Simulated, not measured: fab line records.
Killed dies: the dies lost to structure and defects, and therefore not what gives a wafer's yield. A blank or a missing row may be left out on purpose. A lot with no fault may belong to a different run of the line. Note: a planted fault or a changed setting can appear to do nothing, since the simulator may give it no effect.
What tool caused it? :: flow gf180mcu :: 6 lots, 18 wafers sampled, at 3 steps of a route of 602

== WHAT THE GAUGES READ, wafer by wafer ==
GF_STI_THK_MEAS_24.
lot: L626
measured: day 2 13:47
on: filmMetro-03
STI_CVD_23_THK (nm): 651 648 655

lot: L630
measured: day 3 17:53
on: filmMetro-03
STI_CVD_23_THK (nm): 655 649 656

lot: L633
measured: day 4 09:05
on: filmMetro-03
STI_CVD_23_THK (nm): 647 921 646

lot: L635
measured: day 4 15:24
on: filmMetro-01
STI_CVD_23_THK (nm): 646 642 647

lot: L643
measured: day 6 05:28
on: filmMetro-03
STI_CVD_23_THK (nm): 634 650 637

lot: L647
measured: day 7 03:47
on: filmMetro-03
STI_CVD_23_THK (nm): 654 655 654

== WHICH TOOL RAN EACH LOT (tool, then ch and the chambers of the sampled wafers, then the start) ==
lot: L626
GF_STI_ETCH_13: rieDiel-03 ch 0,1, day 2 11:08
GF_STI_CVD_23: hdpcvd-01 ch 0,1,2, day 2 13:42

lot: L630
GF_STI_ETCH_13: rieDiel-02 ch 0,3, day 3 08:19
GF_STI_CVD_23: hdpcvd-01 ch 0,1,2, day 3 17:48

lot: L633
GF_STI_ETCH_13: rieDiel-02 ch 1,2,3, day 4 07:14
GF_STI_CVD_23: hdpcvd-02 ch 0,1,2, day 4 09:01

lot: L635
GF_STI_ETCH_13: rieDiel-03 ch 0,1,2, day 4 13:10
GF_STI_CVD_23: hdpcvd-01 ch 0,1,2, day 4 15:19

lot: L643
GF_STI_ETCH_13: rieDiel-02 ch 0,2,3, day 6 03:35
GF_STI_CVD_23: hdpcvd-01 ch 0,1,2, day 6 05:23

lot: L647
GF_STI_ETCH_13: rieDiel-02 ch 1,2, day 7 01:02
GF_STI_CVD_23: hdpcvd-01 ch 0,1, day 7 03:42
- GF_STI_ETCH_13: etches the open film in CHF3/O2, stops on Si, target depth 282.31 nm, time 112.9 s.
- GF_STI_CVD_23: deposits SiO2, target thk 650 nm, time 108.3 s.

== THE ANSWER, worked out from the rows above alone ==
Rule: the usual values come from the lots themselves. Put in order of their means at a reading, lots are off if they are a third of the lots or fewer, leave a main group of 4 or more, and stand apart from it by a gap of 3 or more times the standard deviation of the main group's means; of several such gaps the widest counts. Not used: any main group whose means are identical at the precision the tables above print for the reading. A lot without any number at a reading at which 4 lots or more have one is off too. The other lots that the step has rows for count as sound.
Off: L633, at GF_STI_THK_MEAS_24 (STI_CVD_23_THK). The main group has a mean of 649 nm with a standard deviation of 5.4.
If a tool, at a process step before that reading, ran all the lots that are off and no sound lot after the first of them, it fits. Those tools and the gauges at GF_STI_THK_MEAS_24 are tried in the same way. One fits: hdpcvd-02 at GF_STI_CVD_23. It ran no sound lot before its first lot that is off in this sample, so the start can't be narrowed down.

== WHAT HAD BEEN PUT IN BY THE SIMULATOR ==
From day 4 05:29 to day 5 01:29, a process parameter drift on hdpcvd-02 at GF_STI_CVD_23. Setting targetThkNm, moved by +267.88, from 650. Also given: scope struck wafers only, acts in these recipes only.
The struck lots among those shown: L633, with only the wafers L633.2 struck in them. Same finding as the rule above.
